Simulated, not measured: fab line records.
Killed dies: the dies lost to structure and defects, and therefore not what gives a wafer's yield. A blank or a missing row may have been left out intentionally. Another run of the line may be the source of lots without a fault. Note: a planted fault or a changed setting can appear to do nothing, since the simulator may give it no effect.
fab line records | flow sky130
record lots=5 | wafers=15 | lastDay=48
route steps=708 shown VIA3@575 METAL4@598 CAP2M@603 PAD_OPEN@708
lots with no fault: from the same line, run without faults
startH: hours from the record's opening day to when the first of the lot's shown wafers began | waitH: time in hours since the lot's previous step | " the same as in the row above | L1.1+2: one row covering several wafers at once | - either no value or no given start | * or withheld: withheld | < > ~ a bound
route shown NAME@n: a module of which the file shows steps, and the number in the route of the first | usual: mean/standard deviation of fault-free wafers | same: alike in all rows | chamber/n: place in a boat | sites: per-site readings | _std_site: standard deviation across them | _edge_site: outer sites' mean less inner sites' | radiusMm: how far each site lies from the wafer's centre | mask NAME#n: copy n | behind: the tool/chamber that last shaped the wafer | hold: reason for holding the lot/hours on hold/outcome of the hold | device: names the non-switching transistor (n, p or np) | end of line: the tests these same wafers got at the end of their route | where a step has no rows: the recipe by itself | killed: count of dies lost to structure and defects at first sort (not the wafer's yield) | map: per-die view of a wafer (x killed, . not killed, _ where there is no die)
set.NAME: the setting as run; set.NAME@STEP: as run at that earlier step | model.NAME: the simulator's own value behind a step, which no gauge read
certain route steps with their lots: each step a table, each wafer a row
services: when a tool's chamber went out of use (startH, in hours from the record's first day, below 0 if earlier), for how many hours, and the reason
## steps
# step SKY_VIA3_CMP_02
# recipe material=SiO2 | downForcePsi=4 | platenRpm=60 | padVelocityMS=0.94248
# step SKY_VIA3_DEHYDRATE_04
# recipe tempC=200 | timeS=60
# step SKY_VIA3_HMDS_05
# recipe primeTimeS=60 | primeTempC=120
# step SKY_VIA3_COAT_06
# recipe resist=BARC | tempC=withheld | timeS=withheld | spinRpm=3000 | resistThkNm=60
# step SKY_VIA3_COAT_07
# recipe resist=KrF-thick | spinRpm=3000 | resistThkNm=450
# step SKY_VIA3_SOFTBAKE_08
# recipe tempC=100 | timeS=90 | resist=KrF-thick
# step SKY_VIA3_EXPOSE_09
# recipe maskId=VIM3 | na=0.8 | sourceShape=annular | sigmaInner=0.55 | sigmaOuter=0.85 | targetCdNm=200 | doseMj=38
# step SKY_VIA3_PEB_10
# recipe pebTempC=withheld | pebTimeS=withheld | resist=KrF-thick
# step SKY_VIA3_DEVELOP_11
# recipe developTimeS=60 | resist=KrF-thick | devTempC=21
# step SKY_VIA3_ETCH_14
# recipe chemistry=N2/H2 | target=BARC | ionEnergyEv=200 | sourceW=500 | biasW=100 | pressureMtorr=30 | n2FlowSccm=100 | h2FlowSccm=200 | stopOn=SiO2 | timeS=45.9 | targetDepthA=600
# usual drypumpMotorCurrentA=5.8/0.46 | oesProductAu=0.854/0.0045 | rfFwdPowerW=494.9/2.2 | throttleValvePct=13.223/0.009
lot.wafer | tool       | chamber | startH  | waitH | drypumpMotorCurrentA | oesProductAu | rfFwdPowerW | rfHoursCounterH | throttleValvePct
L423.1    | rieDiel-04 | 3       | 947.54  | 0.0   | 5.2                  | 0.858        | 495.9       | 10              | 13.227
L423.3    | "          | 1       | "       | "     | 5.2                  | 0.864        | 496.1       | 20              | 13.221
L423.5    | "          | 2       | "       | "     | 6.1                  | 0.858        | 498.5       | -               | 13.214
L426.2    | rieDiel-03 | 1       | 976.01  | 0.0   | 6.6                  | 0.863        | 496.4       | 8               | 13.234
L426.3    | "          | 2       | "       | "     | 5.9                  | 0.853        | 497.5       | 5               | 13.224
L426.4    | "          | 0       | "       | "     | 6.3                  | 0.852        | 497.2       | 18              | 13.208
L431.2    | rieDiel-04 | 3       | 1007.56 | 0.0   | 5.2                  | 0.857        | 493.5       | 11              | 13.235
L431.4    | "          | 1       | "       | "     | 5.1                  | 0.848        | 498.4       | 21              | 13.208
L431.6    | "          | 1       | "       | "     | 5.1                  | 0.852        | 497.8       | -               | 13.226
L433.2    | rieDiel-04 | 2       | 1020.96 | 0.0   | 6.1                  | 0.863        | 493.9       | 7               | 13.238
L433.3    | "          | 0       | "       | "     | 5.6                  | 0.854        | 494.2       | 14              | 13.224
L433.5    | "          | 2       | "       | "     | 6.1                  | 0.856        | 494.2       | -               | 13.233
L434.4    | rieDiel-04 | 3       | 1022.11 | 0.0   | 5.2                  | 0.849        | 492.5       | 12              | 13.226
L434.5    | "          | 3       | "       | "     | 5.2                  | 0.854        | 493.4       | -               | 13.227
L434.6    | "          | 2       | "       | "     | 6.1                  | 0.853        | 496.0       | -               | 13.214
# step SKY_VIA3_ETCH_15
# recipe target=SiO2 | chemistry=C4F8/O2/Ar | targetDepthNm=507 | stopOn=TiN | maskMaterial=KrF-thick | sourceW=1500 | biasW=1200 | pressureMtorr=40 | c4f8FlowSccm=withheld | O2_flow_sccm=6 | Ar_flow_sccm=300 | timeS=78
# step SKY_VIA3_STRIP_16
# recipe chemistry=O2/N2 | powerW=1400 | pressureMtorr=1500 | platenTempC=withheld | o2FlowSccm=3000 | n2FlowSccm=300 | overashFraction=0.5
# step SKY_VIA3_STRIP_17
# recipe chemistry=postEtchResidueRemover | timeS=1200 | tempC=72.5
# step SKY_VIA3_CLEAN_18
# recipe chemistry=IPA | timeS=180 | tempC=25
# step SKY_VIA3_CLEAN_19
# recipe chemistry=O3/DIW | dry=n2Spin
# step SKY_VIA3_SPUTTER_20
# recipe material=TiN | targetThkNm=20 | chamberPressurePa=5 | powerW=4000 | timeS=80
# step SKY_VIA3_CVD_21
# recipe material=W | targetThkNm=390 | timeS=117.31 | tempC=400 | pressureTorr=40
# step SKY_VIA3_CMP_24
# recipe stopOn=SiO2 | tOverpolishS=20 | downForcePsi=3.5 | platenRpm=60 | targetThkNm=0 | padVelocityMS=0.94248
# step SKY_METAL4_SPUTTER_00
# recipe material=Ti | targetThkNm=15 | powerW=3000 | timeS=10 | chamberPressurePa=0.4
# step SKY_METAL4_SPUTTER_01
# recipe material=TiN | targetThkNm=20 | powerW=6500 | timeS=16.7 | chamberPressurePa=0.4
# step SKY_METAL4_SPUTTER_02
# recipe material=AlCu | targetThkNm=735 | powerW=10600 | timeS=39.1 | chamberPressurePa=0.4
# step SKY_METAL4_SPUTTER_03
# recipe material=Ti | targetThkNm=5 | powerW=3000 | timeS=3.3 | chamberPressurePa=0.4
# step SKY_METAL4_SPUTTER_04
# recipe material=TiN | targetThkNm=70 | powerW=6500 | timeS=58.3 | chamberPressurePa=0.4
# step SKY_CAP2M_CVD_00
# recipe material=SiO2 | targetThkNm=15.5 | tempC=400 | timeS=withheld | rfW=450
# step SKY_CAP2M_SPUTTER_02
# recipe material=TiN | targetThkNm=200 | tempC=300 | powerW=6500 | timeS=166.7 | chamberPressurePa=0.4
# step SKY_CAP2M_DEHYDRATE_05
# recipe tempC=200 | timeS=60
# step SKY_CAP2M_HMDS_06
# recipe primeTimeS=60 | primeTempC=120
# step SKY_CAP2M_COAT_07
# recipe resist=NOVOLAK | spinRpm=3000 | resistThkNm=1140
# step SKY_CAP2M_SOFTBAKE_08
# recipe tempC=90 | timeS=60 | resist=NOVOLAK
# step SKY_CAP2M_EXPOSE_09
# recipe maskId=CAP2M | na=0.6 | sourceShape=conventional | sigmaOuter=0.6 | polarization=unpolarized | targetCdNm=1000 | doseMj=159
# step SKY_CAP2M_PEB_10
# recipe tempC=withheld | timeS=* | resist=NOVOLAK
# step SKY_CAP2M_DEVELOP_11
# recipe resist=NOVOLAK | developer=TMAH | developTimeS=60 | devTempC=23
# step SKY_CAP2M_METAL_ETCH_13
# recipe targetDepthNm=220 | stopOn=SiO2 | chemistry=Cl2/BCl3 | target=TiN | pressureMtorr=10 | icpW=900 | biasW=48.5 | Cl2_flow_sccm=60 | bcl3FlowSccm=30 | timeS=62.9
# step SKY_PAD_OPEN_PROBE_99
# usual defectLimitedYield=82.9/2 | killed_at_M0_to_M3=42/7.4 | killed_at_M4_up=3.3/2.1 | killedAtContacts=24/5.3 | killedAtFrontEnd=15/4.5 | killedAtOther=0.3/0.57 | killedDies=84/10 | killedOpen=46/7.5 | killedShort=38/6.4 | sort_bin_3_pad_short=0.9/0.44 | sort_bin_5_function=10.2/1.5 | sort_bin_6_memory=6.0/1.1 | sortNPass=408/10 | sortYieldPct=82.9/2
# same grossDies=492 | killedAtBackSide=0 | sort_bin_4_leakage[%]=0 | sort_bin_8_speed[%]=0
lot.wafer | tool      | chamber | startH  | waitH | defectLimitedYield[%] | killed_at_M0_to_M3 | killed_at_M4_up | killedAtContacts | killedAtFrontEnd | killedAtOther | killedDies | killedOpen | killedShort | sort_bin_3_pad_short[%] | sort_bin_5_function[%] | sort_bin_6_memory[%] | sortNPass | sortYieldPct[%] | model.etest.tester.sortNPass | model.etest.tester.sortYieldPct | model.etest.tester.sort_bin_5_pct | model.etest.tester.sort_bin_3_pct
L423.1    | prober-01 | -       | 1091.25 | 0.1   | 79.5                  | 42                 | 4               | 31               | 24               | 0             | 101        | 55         | 46          | 1.2                     | 11.8                   | 7.5                  | 391       | 79.5            | 391                          | 79.47                           | 11.79                             | 1.22
L423.3    | prober-01 | -       | 1091.35 | 0.2   | 85.4                  | 39                 | 0               | 25               | 8                | 0             | 72         | 41         | 31          | 1.0                     | 9.6                    | 4.1                  | 420       | 85.4            | 420                          | 85.37                           | 9.553                             | 1.016
L423.5    | prober-01 | -       | 1091.45 | 0.2   | 84.3                  | 40                 | 3               | 21               | 12               | 1             | 77         | 44         | 33          | 0.6                     | 8.9                    | 6.1                  | 415       | 84.3            | 415                          | 84.35                           | 8.943                             | 0.6098
L426.2    | prober-02 | -       | 1115.08 | 0.1   | 83.7                  | 45                 | 1               | 29               | 5                | 0             | 80         | 50         | 29          | 0.2                     | 10.4                   | 5.7                  | 412       | 83.7            | 412                          | 83.74                           | 10.37                             | 0.2033
L426.3    | prober-02 | -       | 1115.13 | 0.2   | 88.4                  | 23                 | 3               | 25               | 6                | 0             | 57         | 35         | 22          | 0.6                     | 5.9                    | 5.1                  | 435       | 88.4            | 435                          | 88.41                           | 5.894                             | 0.6098
L426.4    | prober-02 | -       | 1115.18 | 0.2   | 83.5                  | 41                 | 5               | 22               | 13               | 0             | 81         | 39         | 42          | 0.8                     | 10.0                   | 5.7                  | 411       | 83.5            | 411                          | 83.54                           | 9.959                             | 0.813
L431.2    | prober-01 | -       | 1142.46 | 0.1   | 70.1                  | 86                 | 8               | 33               | 20               | 0             | 147        | 56         | 39          | 4.7                     | 16.5                   | 8.7                  | 345       | 70.1            | 345                          | 70.12                           | 16.46                             | 4.675
L431.4    | prober-01 | -       | 1142.56 | 0.2   | 78.5                  | 75                 | 4               | 21               | 6                | 0             | 106        | 44         | 29          | 2.4                     | 13.4                   | 5.7                  | 386       | 78.5            | 386                          | 78.46                           | 13.41                             | 2.439
L431.6    | prober-01 | -       | 1142.66 | 0.2   | 74.4                  | 90                 | 1               | 19               | 16               | 0             | 126        | 49         | 37          | 2.0                     | 17.7                   | 5.9                  | 366       | 74.4            | 366                          | 74.39                           | 17.68                             | 2.033
L433.2    | prober-02 | -       | 1153.21 | 0.1   | 71.7                  | 102                | 3               | 21               | 13               | 0             | 139        | 48         | 25          | 2.8                     | 19.3                   | 6.1                  | 353       | 71.7            | 353                          | 71.75                           | 19.31                             | 2.846
L433.3    | prober-02 | -       | 1153.26 | 0.2   | 77.2                  | 69                 | 5               | 20               | 18               | 0             | 112        | 37         | 39          | 3.7                     | 14.0                   | 5.1                  | 380       | 77.2            | 380                          | 77.24                           | 14.02                             | 3.659
L433.5    | prober-02 | -       | 1153.36 | 0.2   | 73.2                  | 94                 | 3               | 16               | 19               | 0             | 132        | 40         | 34          | 2.8                     | 17.5                   | 6.5                  | 360       | 73.2            | 360                          | 73.17                           | 17.48                             | 2.846
L434.4    | prober-01 | -       | 1155.21 | 0.2   | 75.4                  | 80                 | 5               | 25               | 11               | 0             | 121        | 33         | 41          | 3.9                     | 14.4                   | 6.3                  | 371       | 75.4            | 371                          | 75.41                           | 14.43                             | 3.862
L434.5    | prober-01 | -       | 1155.26 | 0.2   | 74.4                  | 94                 | 2               | 21               | 8                | 1             | 126        | 45         | 30          | 4.5                     | 15.2                   | 5.9                  | 366       | 74.4            | 366                          | 74.39                           | 15.24                             | 4.472
L434.6    | prober-01 | -       | 1155.31 | 0.2   | 71.3                  | 98                 | 2               | 24               | 17               | 0             | 141        | 39         | 40          | 2.6                     | 18.3                   | 7.7                  | 351       | 71.3            | 351                          | 71.34                           | 18.29                             | 2.642
# killed by level:class
L423.1 CONTACT:geometricParticle:open=11 LI_CONTACT:geometricParticle:open=8 VIA1:geometricParticle:open=8 POLY_GATE:geometricParticle:short=6 VIA2:geometricParticle:short=6 VIA3:geometricParticle:open=6 FIELD_ISO:geometricParticle:open=5 CONTACT:geometricParticle:short=5
L423.3 VIA1:geometricParticle:open=11 VIA3:geometricParticle:open=7 CONTACT:geometricParticle:open=7 LI_CONTACT:geometricParticle:open=6 CONTACT:geometricParticle:short=6 METAL2:geometricParticle:short=5 LOCAL_INTERCONNECT:geometricParticle:short=4 METAL1:geometricParticle:short=4
L423.5 VIA1:geometricParticle:open=10 LI_CONTACT:geometricParticle:open=7 CONTACT:geometricParticle:short=7 CONTACT:geometricParticle:open=7 VIA3:geometricParticle:open=5 VIA1:geometricParticle:short=5 VIA3:geometricParticle:short=4 METAL1:geometricParticle:short=4
L426.2 VIA1:geometricParticle:open=12 VIA2:geometricParticle:open=12 CONTACT:geometricParticle:open=11 METAL2:geometricParticle:short=7 VIA3:geometricParticle:open=6 CONTACT:geometricParticle:short=5 LI_CONTACT:geometricParticle:open=4 LOCAL_INTERCONNECT:geometricParticle:short=4
L426.3 LI_CONTACT:geometricParticle:open=12 CONTACT:geometricParticle:open=10 METAL2:geometricParticle:short=4 POLY_GATE:geometricParticle:open=3 METAL1:geometricParticle:short=3 VIA1:geometricParticle:open=3 METAL3:geometricParticle:short=3 VIA3:geometricParticle:open=3
L426.4 VIA2:geometricParticle:open=11 VIA1:geometricParticle:open=10 CONTACT:geometricParticle:short=9 METAL1:geometricParticle:short=5 METAL4:geometricParticle:short=5 LI_CONTACT:geometricParticle:open=4 CONTACT:geometricParticle:open=4 VIA2:geometricParticle:short=4
L431.2 VIA3:unspecified=52 CONTACT:geometricParticle:open=14 LI_CONTACT:geometricParticle:open=10 VIA1:geometricParticle:open=7 VIA3:geometricParticle:open=7 FIELD_ISO:geometricParticle:short=6 METAL3:geometricParticle:short=6 METAL4:geometricParticle:short=6
L431.4 VIA3:unspecified=33 VIA1:geometricParticle:open=13 LI_CONTACT:geometricParticle:open=8 VIA2:geometricParticle:short=8 CONTACT:geometricParticle:open=7 VIA3:geometricParticle:open=5 METAL2:geometricParticle:short=4 VIA2:geometricParticle:open=4
L431.6 VIA3:unspecified=40 VIA1:geometricParticle:open=16 CONTACT:geometricParticle:open=9 VIA3:geometricParticle:open=6 VIA3:geometricParticle:short=6 POLY_GATE:geometricParticle:open=5 LOCAL_INTERCONNECT:geometricParticle:short=5 METAL1:geometricParticle:short=5
L433.2 VIA3:unspecified=66 CONTACT:geometricParticle:open=12 VIA1:geometricParticle:open=8 POLY_GATE:geometricParticle:open=7 METAL1:geometricParticle:short=6 VIA2:geometricParticle:open=5 VIA3:geometricParticle:open=4 FIELD_ISO:geometricParticle:short=3
L433.3 VIA3:unspecified=36 VIA3:geometricParticle:open=7 LI_CONTACT:geometricParticle:open=6 FIELD_ISO:geometricParticle:short=5 POLY_GATE:geometricParticle:short=5 CONTACT:geometricParticle:open=5 VIA1:geometricParticle:open=5 VIA1:geometricParticle:short=4
L433.5 VIA3:unspecified=58 VIA3:geometricParticle:open=8 VIA1:geometricParticle:open=8 POLY_GATE:geometricParticle:short=5 CONTACT:geometricParticle:open=5 VIA1:geometricParticle:short=5 FIELD_ISO:geometricParticle:open=4 POLY_GATE:geometricParticle:open=4
L434.4 VIA3:unspecified=47 CONTACT:geometricParticle:open=9 VIA1:geometricParticle:short=5 CONTACT:geometricParticle:short=5 LI_CONTACT:geometricParticle:short=4 METAL1:geometricParticle:short=4 VIA3:geometricParticle:open=4 METAL2:geometricParticle:short=4
L434.5 VIA3:unspecified=50 VIA1:geometricParticle:open=9 LI_CONTACT:geometricParticle:open=8 CONTACT:geometricParticle:open=7 VIA2:geometricParticle:short=6 METAL2:geometricParticle:short=6 VIA2:geometricParticle:open=6 VIA3:geometricParticle:open=5
L434.6 VIA3:unspecified=62 CONTACT:geometricParticle:open=8 VIA1:geometricParticle:open=8 METAL2:geometricParticle:short=7 CONTACT:geometricParticle:short=6 LI_CONTACT:geometricParticle:open=5 POLY_GATE:geometricParticle:open=4 POLY_GATE:geometricParticle:short=4
# map L431.2 (x killed, . not)
__________.x.xx....._________
________..........x..._______
______.x..xx.....xx...x._____
_____x.x.xx..x..x....x...____
____x.........x..........x___
___...x......x....x........__
__x......x...x.....x........_
_..x..xx........x....x.x..x..
_..xx...x..xx.......x...x....
_x...xx.x..........x.....x...
_....x......x......x..x...xxx
_...x.x..........x..x....x...
_.....x.....x.x.x....x.......
_x.x...x...x........xxx......
_..........x..xxxx.xx.x......
__...x.x.x.........xxx..x..._
___x.............xxxxxxx...__
____....x..x..xxxxxxxxxx..___
_____.x.x.....xxxxxxxxxx.____
______.....xxxxxxxxxxxxx_____
________......xxxxxxxx_______
__________x.xxxxx.xx_________
# map L433.2 (x killed, . not)
__________.x.x.....x_________
________x.....xx.....x_______
______.x.x............x._____
_____........xx.........x____
____..x.x..........x..x...___
___....x.........x.x.x.xx..__
__..x..........x............_
_.x.....x..x....x............
_xx.x..........x..x...x......
_.xx.x...........x..........x
_.x...x.x..x........x..x....x
_.x..x........x...xx.....xxx.
_x..............xxxxxx..x....
_.x...........x.xxxxxxxxxx...
_..........x.x.xxxxxxxxx....x
__....x......xxxxxxxxxxxx..._
___....x.....xxxxxxxxxxx...__
____.........xxxxxxxxxx...___
_____.x.........xxxx.xx..____
______xx.....x....xxx..._____
________x...x...x....._______
__________..x......._________
## services
tool       | chamber | startH  | hours | kind
rieDiel-04 | -       | 973.22  | 15.6  | pm
rieDiel-04 | -       | 1017.06 | 0.3   | repair
## key
firstSign step=SKY_PAD_OPEN_PROBE_99 | reading=killed_at_M0_to_M3 | direction=up | sigmas=6.2 | usual=42 | struck=88
effect step=SKY_PAD_OPEN_PROBE_99 | reading=sort_bin_3_pad_short | direction=up | sigmas=5.4 | usual=0.9 | struck=3.3
modelEffect step=SKY_PAD_OPEN_PROBE_99 | value=etest.tester.sortNPass | without=407 | struck=364.2
metAt SKY_VIA3_ETCH_14
struckWafers L431.2,L431.4,L431.6,L433.2,L433.3,L433.5,L434.4,L434.5,L434.6
onsetBetween 947.54 1007.56
alsoFits time
fault kind=chamberParticleSource | tool=rieDiel-04 | chamber=- | onsetH=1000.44 | steps=SKY_VIA3_ETCH_14 | ratePerVisitCm2=1.1853 | endH=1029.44
